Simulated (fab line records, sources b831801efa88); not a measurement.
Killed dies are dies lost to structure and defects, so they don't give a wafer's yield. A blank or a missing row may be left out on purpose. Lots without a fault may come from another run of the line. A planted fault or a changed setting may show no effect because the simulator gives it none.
Chamber matching | flow gf180mcu | GF_SAB_CVD_00 on pecvd-02: 3 sister chambers
The step deposits SiO2 from TEOS, target thk 50 nm, time 4.9302 s. 3 wafers are shown with their chamber, then 8 later ones without.

WAFERS WITH THEIR CHAMBER
wafer  | chamber | heater_power_w (W)
L922.5 | 1       | 643
L923.6 | 0       | 517
L924.1 | 2       | 546

WAFERS WITHOUT THEIR CHAMBER
wafer  | heater_power_w (W)
L924.2 | 668
L924.5 | 700
L931.1 | 694
L931.2 | 579
L931.6 | 583
L935.1 | 689
L935.3 | 514
L935.4 | 692

WHICH CHAMBER EACH WENT THROUGH
wafer  | from the rows above          | in truth
L924.2 | 1                            | 1
L924.5 | 1                            | 1
L931.1 | 1                            | 1
L931.2 | can't be placed: 2 or 0 or 1 | 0
L931.6 | can't be placed: 2 or 1 or 0 | 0
L935.1 | 1                            | 1
L935.3 | can't be placed: 0 or 2      | 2
L935.4 | 1                            | 1
Placed correctly: 5 of 8. Can't be placed from these rows: 3 (the true chamber is among the candidates in 3). Placed wrongly: 0.
How it was worked out, from the rows above alone: a wafer's distance from a chamber is the root of the sum, over the readings, of the square of ((its reading less the chamber's mean) divided by the reading's scatter). The wafer belongs to the nearest chamber; if the next one is less than 2 further off, it can't be placed. A chamber's mean is the mean of its shown wafers. The scatter: with one shown wafer a chamber, the root of the mean of the squares of how far each hidden wafer lies from its nearest shown one.
